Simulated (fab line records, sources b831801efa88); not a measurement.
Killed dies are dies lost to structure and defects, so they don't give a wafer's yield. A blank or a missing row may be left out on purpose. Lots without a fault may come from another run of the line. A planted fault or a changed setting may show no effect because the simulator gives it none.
Which tool did it? | flow sky130 | 15 lots, 45 wafers sampled, at 6 steps of a route of 708

WHAT THE GAUGES READ, wafer by wafer
SKY_VIA3_CD_MEAS_12: target cd 200 nm.
lot  | measured     | on        | cd_nm (nm)
L408 | day 40 10:51 | cd_sem-01 | 201.7 200.2 201.7
L410 | day 40 15:11 | cd_sem-02 | 200.8 201.0 201.7
L409 | day 40 17:43 | cd_sem-01 | 201.2 199.7 200.1
L412 | day 41 07:31 | cd_sem-02 | 202.4 201.7 202.7
L413 | day 41 12:50 | cd_sem-02 | 200.5 200.2 198.9
L415 | day 42 00:50 | cd_sem-02 | 198.8 199.0 199.0
L416 | day 42 12:09 | cd_sem-02 | 201.9 200.0 201.9
L417 | day 42 13:17 | cd_sem-02 | 199.3 200.1 200.6
L418 | day 42 21:28 | cd_sem-02 | 198.9 201.5 200.8
L419 | day 43 02:18 | cd_sem-02 | 201.6 201.8 202.2
L427 | day 45 00:40 | cd_sem-01 | 199.8 199.5 200.7
L428 | day 45 08:19 | cd_sem-02 | 200.8 201.4 200.9
L429 | day 45 15:18 | cd_sem-01 | 199.7 199.6 198.6
L430 | day 45 21:14 | cd_sem-01 | 202.2 200.9 201.7
L431 | day 46 05:38 | cd_sem-02 | 201.3 202.7 200.0

SKY_CAP2M_RS_MEAS_03: measures by four-point-probe.
lot  | measured     | on            | CAP2M_TIN_RS (ohm/sq)
L408 | day 40 12:45 | film_metro-04 | 6.89 6.90 6.90
L410 | day 40 17:02 | film_metro-01 | 6.98 6.94 6.95
L409 | day 40 19:55 | film_metro-01 | 6.88 6.75 6.84
L412 | day 41 09:24 | film_metro-02 | 6.99 6.87 6.93
L413 | day 41 14:42 | film_metro-04 | 6.93 6.93 6.94
L415 | day 42 02:41 | film_metro-04 | 6.82 6.87 6.88
L416 | day 42 14:02 | film_metro-02 | 6.85 6.88 6.85
L417 | day 42 15:16 | film_metro-04 | - - -
L418 | day 42 23:29 | film_metro-04 | - - -
L419 | day 43 04:10 | film_metro-02 | - - -
L427 | day 45 02:32 | film_metro-04 | 6.94 6.97 6.97
L428 | day 45 10:11 | film_metro-01 | 6.96 6.99 6.96
L429 | day 45 17:30 | film_metro-04 | 6.93 6.93 6.94
L430 | day 45 23:05 | film_metro-01 | 6.91 6.97 6.97
L431 | day 46 07:29 | film_metro-04 | 6.85 6.85 6.84

SKY_CAP2M_THK_MEAS_04: measures by xrf.
lot  | measured     | on            | CAP2M_TIN_THK (nm)
L408 | day 40 12:52 | film_metro-04 | 201.8 201.9 201.6
L410 | day 40 17:09 | film_metro-01 | 199.7 200.7 200.8
L409 | day 40 20:01 | film_metro-01 | 202.3 205.9 203.6
L412 | day 41 09:31 | film_metro-02 | 199.5 203.4 201.8
L413 | day 41 14:48 | film_metro-04 | 202.4 201.5 201.7
L415 | day 42 02:49 | film_metro-04 | 203.9 203.1 202.3
L416 | day 42 14:09 | film_metro-02 | 202.4 201.7 202.1
L417 | day 42 15:23 | film_metro-04 | <0.0 <0.0 <0.0
L418 | day 42 23:37 | film_metro-04 | <0.0 <0.0 <0.0
L419 | day 43 04:17 | film_metro-02 | <0.0 <0.0 <0.0
L427 | day 45 02:39 | film_metro-04 | 200.6 199.8 199.5
L428 | day 45 10:17 | film_metro-01 | 201.9 201.8 202.8
L429 | day 45 17:37 | film_metro-04 | 201.3 202.1 201.3
L430 | day 45 23:10 | film_metro-01 | 202.7 201.7 201.8
L431 | day 46 07:37 | film_metro-04 | 202.9 203.7 203.8

SKY_CAP2M_OVL_MEAS_12.
lot  | measured     | on         | CAP2M_OVL (nm)
L408 | day 41 12:35 | overlay-01 | 0.2 -0.8 -0.4
L410 | day 41 16:42 | overlay-01 | -1.8 -0.3 -0.6
L409 | day 41 18:53 | overlay-01 | -2.7 -2.0 -1.2
L412 | day 42 08:53 | overlay-02 | -1.0 -0.4 -4.3
L413 | day 42 13:19 | overlay-01 | -2.5 -0.6 -1.9
L415 | day 43 01:21 | overlay-02 | -1.5 -1.2 -1.1
L416 | day 43 12:34 | overlay-02 | -0.7 0.7 1.1
L417 | day 43 13:42 | overlay-02 | 1.0 -0.4 -0.8
L418 | day 43 21:54 | overlay-01 | -1.3 0.6 -1.8
L419 | day 44 02:51 | overlay-01 | -2.4 -2.0 -1.0
L427 | day 46 00:04 | overlay-01 | -1.9 -1.5 -2.1
L428 | day 46 07:57 | overlay-02 | -2.4 -2.0 -2.7
L429 | day 46 15:05 | overlay-01 | -0.8 1.4 -0.7
L430 | day 46 20:19 | overlay-02 | -2.6 -0.1 0.3
L431 | day 47 03:27 | overlay-02 | -0.5 -0.4 -0.6

WHICH TOOL RAN EACH LOT (tool, then ch and the chambers of the sampled wafers, then the start)
lot  | SKY_VIA3_ETCH_15                   | SKY_CAP2M_SPUTTER_02
L408 | rie_diel-02 ch 0,3, day 40 11:03   | pvd_sputter-03, day 40 12:38
L410 | rie_diel-03 ch 0,1,2, day 40 15:22 | pvd_sputter-04, day 40 16:55
L409 | rie_diel-01 ch 0,1, day 40 17:53   | pvd_sputter-02, day 40 19:46
L412 | rie_diel-02 ch 1,2,3, day 41 07:42 | pvd_sputter-02, day 41 09:16
L413 | rie_diel-02 ch 0,1, day 41 13:00   | pvd_sputter-03, day 41 14:33
L415 | rie_diel-02 ch 0,1,3, day 42 01:02 | pvd_sputter-04, day 42 02:35
L416 | rie_diel-02 ch 0,2,3, day 42 12:20 | pvd_sputter-03, day 42 13:55
L417 | rie_diel-01 ch 0,2,3, day 42 13:29 | pvd_sputter-03, day 42 15:09
L418 | rie_diel-01 ch 0,2,3, day 42 21:40 | pvd_sputter-03, day 42 23:23
L419 | rie_diel-03 ch 1,3, day 43 02:30   | pvd_sputter-04, day 43 04:04
L427 | rie_diel-01 ch 0,2,3, day 45 00:51 | pvd_sputter-04, day 45 02:25
L428 | rie_diel-02 ch 0,1, day 45 08:30   | pvd_sputter-03, day 45 10:03
L429 | rie_diel-01 ch 0,1,2, day 45 15:30 | pvd_sputter-04, day 45 17:23
L430 | rie_diel-01 ch 2,3, day 45 21:22   | pvd_sputter-03, day 45 22:55
L431 | rie_diel-03 ch 0,1,2, day 46 05:50 | pvd_sputter-03, day 46 07:23
- SKY_VIA3_ETCH_15: etches SiO2 in C4F8/O2/Ar, stops on TiN, target depth 507 nm, time 78 s.
- SKY_CAP2M_SPUTTER_02: material TiN, target thk 200 nm, time 166.7 s.

WHAT THE TOOLS THEMSELVES READ (means of the sampled wafers that have a number; where no wafer has one, the mark that the record gives instead)
SKY_VIA3_ETCH_15.
lot  | tool        | bias_w (W) | oes_product_au (a.u.)
L408 | rie_diel-02 | 1199       | 0.947
L410 | rie_diel-03 | 1199       | 0.947
L409 | rie_diel-01 | 1200       | 0.945
L412 | rie_diel-02 | 1200       | 0.949
L413 | rie_diel-02 | 1198       | 0.947
L415 | rie_diel-02 | 1197       | 0.950
L416 | rie_diel-02 | 1197       | 0.944
L417 | rie_diel-01 | 1202       | 0.946
L418 | rie_diel-01 | 1200       | 0.948
L419 | rie_diel-03 | 1202       | 0.938
L427 | rie_diel-01 | 1202       | 0.945
L428 | rie_diel-02 | 1200       | 0.945
L429 | rie_diel-01 | 1199       | 0.943
L430 | rie_diel-01 | 1199       | 0.947
L431 | rie_diel-03 | 1203       | 0.948

SKY_CAP2M_SPUTTER_02.
lot  | tool           | cathode_dc_power_W (W) | chamber_pressure_pa (Pa) | susceptor_temp_C (C) | throttle_valve_pct (%)
L408 | pvd_sputter-03 | 6500.5                 | 0.3993                   | 299.87               | 31.2
L410 | pvd_sputter-04 | 6499.3                 | 0.3998                   | 300.03               | 29.0
L409 | pvd_sputter-02 | 6499.8                 | 0.3997                   | 300.02               | 30.0
L412 | pvd_sputter-02 | 6500.2                 | 0.4001                   | 299.96               | 30.5
L413 | pvd_sputter-03 | 6500.7                 | 0.4001                   | 300.10               | 29.9
L415 | pvd_sputter-04 | 6500.3                 | 0.3988                   | 300.10               | 30.4
L416 | pvd_sputter-03 | 6499.0                 | 0.4005                   | 299.90               | 30.6
L417 | pvd_sputter-03 | -                      | -                        | -                    | -
L418 | pvd_sputter-03 | -                      | -                        | -                    | -
L419 | pvd_sputter-04 | -                      | -                        | -                    | -
L427 | pvd_sputter-04 | 6500.4                 | 0.3997                   | 299.87               | 29.5
L428 | pvd_sputter-03 | 6499.4                 | 0.3996                   | 299.98               | 32.1
L429 | pvd_sputter-04 | 6500.4                 | 0.4000                   | 299.85               | 30.1
L430 | pvd_sputter-03 | 6500.9                 | 0.4001                   | 299.92               | 31.5
L431 | pvd_sputter-03 | 6500.9                 | 0.3995                   | 300.18               | 31.2

THE ANSWER, worked out from the rows above alone
Rule: what is usual is taken from the lots themselves. Put in order of their means at a reading, lots are off if they are a third of the lots or fewer, leave a main group of 4 or more, and stand apart from it by a gap of 3 or more times the standard deviation of the main group's means; of several such gaps the widest counts. A main group whose means are all the same, to the digits that the tables above print for the reading, isn't used. A lot without any number at a reading at which 4 lots or more have one is off too. The other lots that the step has rows for count as sound. The gauges are gone through in route order, then the tools' own readings, and for those a lot's mean is taken as printed above. The first step at which some lot is off is used, and at that step the reading that is off furthest; a lot without a number counts as furthest.
Off: L417, L418, L419, at SKY_CAP2M_RS_MEAS_03 (CAP2M_TIN_RS). Without a number there: L417, L418, L419. The main group: mean 6.91 ohm/sq, standard deviation 0.049.
A tool fits if, at a process step before that reading, it ran every lot that is off, and no sound lot after the first of them. The gauges at SKY_CAP2M_RS_MEAS_03 aren't tried: what is off there is off at SKY_CAP2M_SPUTTER_02 too, on other tools, and a gauge's error can't cause that. None of those tried fits.

WHAT THE SIMULATOR HAD PUT IN
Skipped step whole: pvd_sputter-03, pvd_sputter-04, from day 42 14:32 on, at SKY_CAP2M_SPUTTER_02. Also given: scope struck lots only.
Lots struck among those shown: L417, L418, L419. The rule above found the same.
